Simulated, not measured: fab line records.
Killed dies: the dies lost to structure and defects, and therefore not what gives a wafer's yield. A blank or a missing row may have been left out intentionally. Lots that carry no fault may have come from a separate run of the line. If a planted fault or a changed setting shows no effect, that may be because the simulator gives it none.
Check of tool commonality    flow gf180mcu    Sampled: 13 lots, 39 wafers

== WHAT PROMPTED THE OPENING ==
At GF_VT_IMPLANT_RS_MEAS_49 the reading MVPSD_RS is flagged on 2 of 13 lots. No-fault wafers: 1169 ohm/sq, standard deviation 3.5.
Rule: flag the lot when none of its wafers has a number, or when each of its wafers that has one lies beyond 4 standard deviations from that mean. The rest of the lots are taken to be sound.

lot   measured      on            MVPSD_RS (ohm/sq), wafer by wafer  flag
L402  day 7 10:28   filmMetro-03  1172 1170 1174                     
L403  day 7 20:00   filmMetro-02  1173 1174 1172                     
L405  day 8 05:22   filmMetro-03  1165 1171 1169                     
L406  day 8 13:29   filmMetro-02  1168 1165 1165                     
L408  day 8 23:56   filmMetro-04  1174 1173 1172                     
L417  day 11 15:42  filmMetro-03  1143 1147 1142                     FLAGGED
L418  day 12 03:29  filmMetro-04  1145 1148 1145                     FLAGGED
L419  day 12 04:34  filmMetro-04  1170 1172 1168                     
L420  day 12 13:56  filmMetro-03  1164 1161 1164                     
L421  day 12 20:40  filmMetro-02  1165 1170 1167                     
L422  day 13 08:56  filmMetro-02  1176 1178 1175                     
L423  day 14 01:11  filmMetro-03  1166 1163 1166                     
L425  day 14 15:37  filmMetro-02  1171 1169 1169                     
Average over the flagged lots: 1145 ohm/sq; offset from the usual -24 ohm/sq, equal to -7 standard deviations.

== EACH LOT AND THE TOOL IT RAN ON ==
2 process steps preceding the reading are held in the record, out of 602 steps in the route. Cell contents, in order: the tool; ch with the chambers the sampled wafers went through; the start.
lot   flag     GF_STI_STRIP_15                     GF_MVPSD_IMPLANT_08
L402           plasmaAsher-02 ch 0,1, day 2 01:21  implanter-01 ch 0, day 4 23:40
L403           plasmaAsher-03 ch 0,1, day 2 06:37  implanter-01 ch 0, day 5 08:29
L405           plasmaAsher-03 ch 0,1, day 2 18:07  implanter-01 ch 0, day 5 17:37
L406           plasmaAsher-01 ch 0,1, day 2 23:14  implanter-03 ch 0, day 6 00:53
L408           plasmaAsher-01 ch 0,1, day 3 08:11  implanter-03 ch 0, day 6 09:43
L417  FLAGGED  plasmaAsher-02 ch 0,1, day 5 08:54  implanter-03 ch 0, day 8 17:07
L418  FLAGGED  plasmaAsher-02 ch 0,1, day 5 15:44  implanter-03 ch 0, day 9 01:29
L419           plasmaAsher-02 ch 0,1, day 5 16:41  implanter-01 ch 0, day 9 02:43
L420           plasmaAsher-03 ch 0,1, day 6 00:44  implanter-02 ch 0, day 9 12:14
L421           plasmaAsher-02 ch 0,1, day 6 05:57  implanter-02 ch 0, day 9 17:17
L422           plasmaAsher-03 ch 0,1, day 6 08:50  implanter-02 ch 0, day 10 03:55
L423           plasmaAsher-01 ch 0,1, day 6 14:50  implanter-01 ch 0, day 10 18:43
L425           plasmaAsher-03 ch 0,1, day 7 00:20  implanter-02 ch 0, day 11 08:14
What is done by these steps:
- GF_STI_STRIP_15: strips in O2/N2.
- GF_MVPSD_IMPLANT_08
- GF_VT_IMPLANT_RS_MEAS_49: measures by four-point-probe.

== FLAGGED OVER TOTAL, TOOL BY TOOL (the gauges that took the reading come last) ==
step                      tool            lots run  flagged  share of the flagged lots  sound lots run after its first flagged lot
GF_STI_STRIP_15           plasmaAsher-01  3         0        none                       -
GF_STI_STRIP_15           plasmaAsher-02  5         2        all                        2 (L419,L421)
GF_STI_STRIP_15           plasmaAsher-03  5         0        none                       -
GF_MVPSD_IMPLANT_08       implanter-01    5         0        none                       -
GF_MVPSD_IMPLANT_08       implanter-02    4         0        none                       -
GF_MVPSD_IMPLANT_08       implanter-03    4         2        all                        0
GF_VT_IMPLANT_RS_MEAS_49  filmMetro-02    5         0        none                       -
GF_VT_IMPLANT_RS_MEAS_49  filmMetro-03    5         1        some                       2 (L420,L423)
GF_VT_IMPLANT_RS_MEAS_49  filmMetro-04    3         1        some                       1 (L419)

== WHAT THE TABLE PERMITS ==
Rows of the table that ran all the flagged lots, 2 in number: plasmaAsher-02 at GF_STI_STRIP_15; implanter-03 at GF_MVPSD_IMPLANT_08.
- plasmaAsher-02 at GF_STI_STRIP_15 ran 5 lots, 2 of them flagged. After the first flagged lot (L419, L421), sound lots still ran on it; a lasting fault on the whole tool would not permit that.
- implanter-03 at GF_MVPSD_IMPLANT_08 ran 4 lots, 2 of them flagged. A fault beginning between L408 (day 6 09:43), its last sound lot, and L417 (day 8 17:07), its first flagged one, fits the data. Its own readings lie more than 4 standard deviations out on every wafer of the flagged lots: beamEnergyKeV.
Just one tool remains: implanter-03 at GF_MVPSD_IMPLANT_08.

== WHAT THE SIMULATOR HAD INSERTED ==
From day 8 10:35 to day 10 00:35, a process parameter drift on implanter-03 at GF_MVPSD_IMPLANT_08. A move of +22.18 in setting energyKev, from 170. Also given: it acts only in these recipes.
Shown lots that were struck: L417, L418. The same result came from the rule above.
